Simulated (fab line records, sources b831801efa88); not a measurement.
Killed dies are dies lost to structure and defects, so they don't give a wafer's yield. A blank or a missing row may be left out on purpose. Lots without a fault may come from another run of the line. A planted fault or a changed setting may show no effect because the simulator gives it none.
Which tool did it? | flow sky130 | 12 lots, 36 wafers sampled, at 3 steps of a route of 708

WHAT THE GAUGES READ, wafer by wafer
SKY_METAL4_CD_MEAS_13: target cd 300 nm.
lot  | measured     | on        | cd_nm (nm)
L659 | day 41 16:46 | cd_sem-02 | 301.8 299.4 299.8
L661 | day 42 01:34 | cd_sem-02 | 299.6 300.7 300.8
L662 | day 42 06:19 | cd_sem-01 | 297.7 297.6 298.0
L663 | day 42 23:35 | cd_sem-02 | 300.7 302.0 301.5
L665 | day 43 05:35 | cd_sem-02 | 300.6 301.4 301.8
L666 | day 43 16:13 | cd_sem-02 | 298.6 300.2 299.1
L668 | day 44 05:28 | cd_sem-01 | 302.6 302.8 303.0
L670 | day 44 23:13 | cd_sem-01 | 302.5 302.4 300.0
L675 | day 45 23:02 | cd_sem-02 | 301.4 301.8 302.1
L678 | day 46 09:45 | cd_sem-01 | 300.4 301.2 301.2
L680 | day 47 14:59 | cd_sem-01 | 299.4 300.0 299.3
L681 | day 48 01:43 | cd_sem-02 | 300.7 299.5 298.9

SKY_VIA4_RS_MEAS_19: measures by four-point-probe.
lot  | measured     | on            | VIA4_W_RS (ohm/sq)
L659 | day 42 18:33 | film_metro-04 | 0.230 0.222 0.219
L661 | day 43 03:23 | film_metro-03 | 0.226 0.228 0.223
L662 | day 43 07:41 | film_metro-02 | 0.229 0.231 0.221
L663 | day 44 01:16 | film_metro-03 | 0.233 0.223 0.224
L665 | day 44 06:01 | film_metro-02 | 0.225 0.226 0.226
L666 | day 44 17:05 | film_metro-04 | 0.224 0.233 0.235
L668 | day 45 05:29 | film_metro-04 | 0.231 0.219 0.232
L670 | day 45 23:05 | film_metro-03 | 0.233 0.222 0.231
L675 | day 46 21:40 | film_metro-02 | 0.233 0.230 0.221
L678 | day 47 08:11 | film_metro-03 | 0.224 0.227 0.220
L680 | day 48 12:49 | film_metro-04 | 0.224 0.234 0.231
L681 | day 48 22:50 | film_metro-03 | 0.227 0.226 0.230

WHICH TOOL RAN EACH LOT (tool, then ch and the chambers of the sampled wafers, then the start)
lot  | SKY_LOCAL_INTERCONNECT_SPUTTER_00
L659 | pvd_sputter-02, day 29 04:38
L661 | pvd_sputter-03, day 29 16:38
L662 | pvd_sputter-02, day 29 21:37
L663 | pvd_sputter-03, day 30 12:32
L665 | pvd_sputter-01, day 31 00:32
L666 | pvd_sputter-02, day 31 11:44
L668 | pvd_sputter-03, day 32 02:14
L670 | pvd_sputter-03, day 32 21:07
L675 | pvd_sputter-02, day 34 06:20
L678 | pvd_sputter-02, day 34 20:26
L680 | pvd_sputter-01, day 36 07:04
L681 | pvd_sputter-03, day 37 00:07
- SKY_LOCAL_INTERCONNECT_SPUTTER_00: material TiN, target thk 100 nm, time 83.3 s.

WHAT THE TOOLS THEMSELVES READ (means of the sampled wafers that have a number; where no wafer has one, the mark that the record gives instead)
SKY_LOCAL_INTERCONNECT_SPUTTER_00.
lot  | tool           | cathode_dc_power_W (W) | chamber_pressure_pa (Pa) | susceptor_temp_C (C) | throttle_valve_pct (%)
L659 | pvd_sputter-02 | 6500.3                 | 0.4009                   | 300.00               | 29.8
L661 | pvd_sputter-03 | 6500.2                 | 0.3991                   | 300.28               | 30.0
L662 | pvd_sputter-02 | 6499.9                 | 0.4002                   | 299.79               | 29.4
L663 | pvd_sputter-03 | 6500.6                 | 0.3994                   | 300.10               | 30.4
L665 | pvd_sputter-01 | 6500.3                 | 0.3998                   | 299.88               | 30.0
L666 | pvd_sputter-02 | 6500.3                 | 0.4003                   | 300.03               | 29.2
L668 | pvd_sputter-03 | 6501.1                 | 0.3998                   | 299.82               | 30.3
L670 | pvd_sputter-03 | 6501.0                 | 0.4001                   | 299.85               | 30.2
L675 | pvd_sputter-02 | 6499.5                 | 0.4000                   | 299.68               | 29.4
L678 | pvd_sputter-02 | 6499.6                 | 0.3995                   | 299.86               | 29.0
L680 | pvd_sputter-01 | 6500.3                 | 0.3999                   | 300.06               | 29.7
L681 | pvd_sputter-03 | 6500.4                 | 0.4001                   | 299.93               | 30.7

THE ANSWER, worked out from the rows above alone
Rule: what is usual is taken from the lots themselves. Put in order of their means at a reading, lots are off if they are a third of the lots or fewer, leave a main group of 4 or more, and stand apart from it by a gap of 3 or more times the standard deviation of the main group's means; of several such gaps the widest counts. A main group whose means are all the same, to the digits that the tables above print for the reading, isn't used. A lot without any number at a reading at which 4 lots or more have one is off too. The other lots that the step has rows for count as sound. The gauges are gone through in route order, then the tools' own readings, and for those a lot's mean is taken as printed above. The first step at which some lot is off is used, and at that step the reading that is off furthest; a lot without a number counts as furthest.
No lot is off at any reading shown: from this, nothing can be told.

WHAT THE SIMULATOR HAD PUT IN
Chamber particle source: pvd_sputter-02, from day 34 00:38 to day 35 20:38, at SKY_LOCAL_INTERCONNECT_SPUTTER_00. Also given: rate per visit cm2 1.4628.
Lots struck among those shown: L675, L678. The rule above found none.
